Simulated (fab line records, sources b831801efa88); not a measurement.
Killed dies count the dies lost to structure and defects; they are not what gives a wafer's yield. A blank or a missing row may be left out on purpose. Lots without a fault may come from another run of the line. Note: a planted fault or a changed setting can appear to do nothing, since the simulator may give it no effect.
2 desks, one fault + flow sky130 + every desk sees just its own numbers, and what lay behind them comes last

## DESK OF THE TOOL OWNER: implanter-02
The tool's own readings at SKY_GATE_OXIDE_IMPLANT_11: means of the sampled wafers that have a number, for each lot that ran on this tool. Any lot whose mean is over 4 standard deviations away from the usual mean is out of limits and marked OUT; that distance is given in the brackets.
Columns: A = beam_energy_keV at SKY_GATE_OXIDE_IMPLANT_11, usual 10.000
| lot  | first seen here | A                       |
|------|-----------------|-------------------------|
| L239 | day 16 15:47    | 10.002                  |
| L240 | day 16 22:56    | 9.993                   |
| L241 | day 17 01:53    | 8.474 (-99 or more) OUT |
| L243 | day 18 04:23    | 8.474 (-99 or more) OUT |
| L251 | day 20 17:05    | 9.998                   |
| L252 | day 21 01:34    | 9.999                   |
| L253 | day 21 08:41    | 10.004                  |
| L255 | day 22 01:35    | 10.004                  |
This desk's finding: out of limits on L241, L243; first on L241, day 17 01:53 (beam_energy_keV at SKY_GATE_OXIDE_IMPLANT_11). In limits: L239, L240, L251, L252, L253, L255.

## AT THE METROLOGY DESK
What the gauges read, lot by lot, whatever tool the lot ran on: means of the sampled wafers that have a number. Any lot whose mean is over 4 standard deviations away from the usual mean is out of limits and marked OUT; that distance is given in the brackets.
Columns: A = cd_nm at SKY_SONOS_TUNNEL_CD_MEAS_07, usual 410.3 nm; B = SONOS_TUNNEL_TW at SKY_SONOS_TUNNEL_TW_MEAS_12, usual 198.8; C = SONOS_ONO_CVD_02_THK at SKY_SONOS_ONO_THK_MEAS_03, usual 10.48 nm; D = GATE_OXIDE_TW at SKY_GATE_OXIDE_TW_MEAS_14, usual 225.5
| lot  | first seen here | A     | B     | C     | D                |
|------|-----------------|-------|-------|-------|------------------|
| L232 | day 11 13:42    | 413.2 | 199.6 | 10.58 | 225.1            |
| L235 | day 12 16:31    | 410.8 | 197.2 | 10.27 | 225.7            |
| L237 | day 13 03:58    | 408.9 | 199.0 | 10.40 | 225.8            |
| L238 | day 13 12:04    | 407.5 | 198.4 | 10.41 | 226.1            |
| L239 | day 14 00:13    | 408.4 | 197.4 | 10.63 | 224.4            |
| L240 | day 14 05:56    | 413.5 | 199.0 | 10.41 | 226.5            |
| L241 | day 14 09:13    | 407.2 | 199.6 | 10.37 | 217.7 (-6.5) OUT |
| L243 | day 15 08:56    | 409.8 | 197.4 | 10.52 | 217.2 (-6.9) OUT |
| L251 | day 17 19:38    | 412.1 | 199.5 | 10.47 | 226.5            |
| L252 | day 18 04:30    | 410.8 | 198.3 | 10.47 | 225.2            |
| L253 | day 18 11:26    | 415.0 | 198.0 | 10.46 | 223.9            |
| L254 | day 18 20:35    | 412.0 | 199.4 | 10.48 | 226.4            |
| L255 | day 18 23:55    | 409.5 | 199.3 | 10.70 | 226.9            |
Per this desk, out of limits: L241, L243; the first was L241, day 17 02:21 (GATE_OXIDE_TW at SKY_GATE_OXIDE_TW_MEAS_14). In limits: L232, L235, L237, L238, L239, L240, L251, L252, L253, L254, L255.

## ALL TOGETHER
An alarm could have come from the tool owner's desk at day 17 01:53, on L241, L243.
On L241, L243, the metrology desk was in a position to raise an alarm at day 17 02:21.
All the named lots went through SKY_GATE_OXIDE_IMPLANT_11 on implanter-02.

## WHAT HAD BEEN PUT IN BY THE SIMULATOR
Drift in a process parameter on implanter-02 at SKY_GATE_OXIDE_IMPLANT_11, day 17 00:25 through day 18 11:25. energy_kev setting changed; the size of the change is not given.
Lots struck among those shown: L241, L243.
Time in hours from fault onset to the first out-of-limits reading at each desk: tool owner's desk 1, metrology desk 2.
